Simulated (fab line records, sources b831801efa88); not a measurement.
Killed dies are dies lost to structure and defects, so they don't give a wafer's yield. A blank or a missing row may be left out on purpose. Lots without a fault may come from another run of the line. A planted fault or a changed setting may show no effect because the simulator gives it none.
Problem report in the 8D (eight disciplines) form, filled by code | flow sky130 | the parts of the form that need people (team, actions taken, sign-off) are left out

1. THE PROBLEM
killed_at_other at SKY_PAD_OPEN_PROBE_99 reads a mean of 50.5 on 6 wafers of 2 lots; wafers without a fault read 0.4 with a standard deviation of 0.71. That is +71 standard deviations from the usual mean.
First seen on wafer L368.3, day 51 02:22, on prober-01. The record holds 6 wafers of 2 lots with a number at this step. Rule for "out", or "out of limits": more than 4 standard deviations from the usual mean. The other wafers with a number count as sound.

2. WHAT IT IS AND WHAT IT IS NOT
question                    | is                     | is not
which readings at this step | killed_at_other        | killed_at_M0_to_M3, killed_at_contacts, killed_at_front_end, killed_open
which lots                  | L368, L369             | -
which wafers of those lots  | all that have a number | -
read on which tools         | prober-01, prober-02   | -
when                        | from day 51 02:22      | up to then (0 sound wafers)

3. SUSPECTS, AND WHAT RULES EACH OUT
Counting: a tool at a process step up to the reading stays a suspect if it ran every lot that is out and no sound lot after the first of them.
- plasma_asher-02 at SKY_RES_PROTECT_STRIP_07 (strips in O2/N2): kept. It ran every lot that is out, first L368 (day 22 17:37), and no sound lot after that.
Left after counting: plasma_asher-02 at SKY_RES_PROTECT_STRIP_07.

4. THE CAUSE (what the simulator had put in)
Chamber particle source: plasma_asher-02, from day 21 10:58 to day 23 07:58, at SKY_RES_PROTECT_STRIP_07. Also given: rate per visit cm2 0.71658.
Counting left only this tool.

5. THE CHAIN OF EFFECTS, in route order
Each row: a reading whose mean over the struck wafers that have a number lies more than 3 standard deviations from the usual. Only readings for which the record gives a usual standard deviation are gone through. hours: the time from each lot's start at the first step in this table that gives one to its start at this step, as a median over the lots. sigmas: the change in usual standard deviations.
hours | step                  | reading         | usual | on struck wafers | change | sigmas
0     | SKY_PAD_OPEN_PROBE_99 | killed_at_other | 0.4   | 50.5             | +50.1  | +71
0     | SKY_PAD_OPEN_PROBE_99 | killed_dies     | 85    | 121              | +36    | +3.7
The process steps in it:
- SKY_PAD_OPEN_PROBE_99

6. WHAT WOULD HAVE CAUGHT IT SOONER
In this record the first reading out of limits was taken at day 51 02:22, 711 hours after the fault began at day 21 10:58.
Of the tool readings at SKY_RES_PROTECT_STRIP_07 for which the record gives a usual standard deviation, none was out on any struck wafer, so an alarm limit of 4 standard deviations on them would not have fired.
All the lots that are out (2) had begun SKY_RES_PROTECT_STRIP_07 on plasma_asher-02 by day 51 02:22. A hold on the tool at that time would have spared none of them.
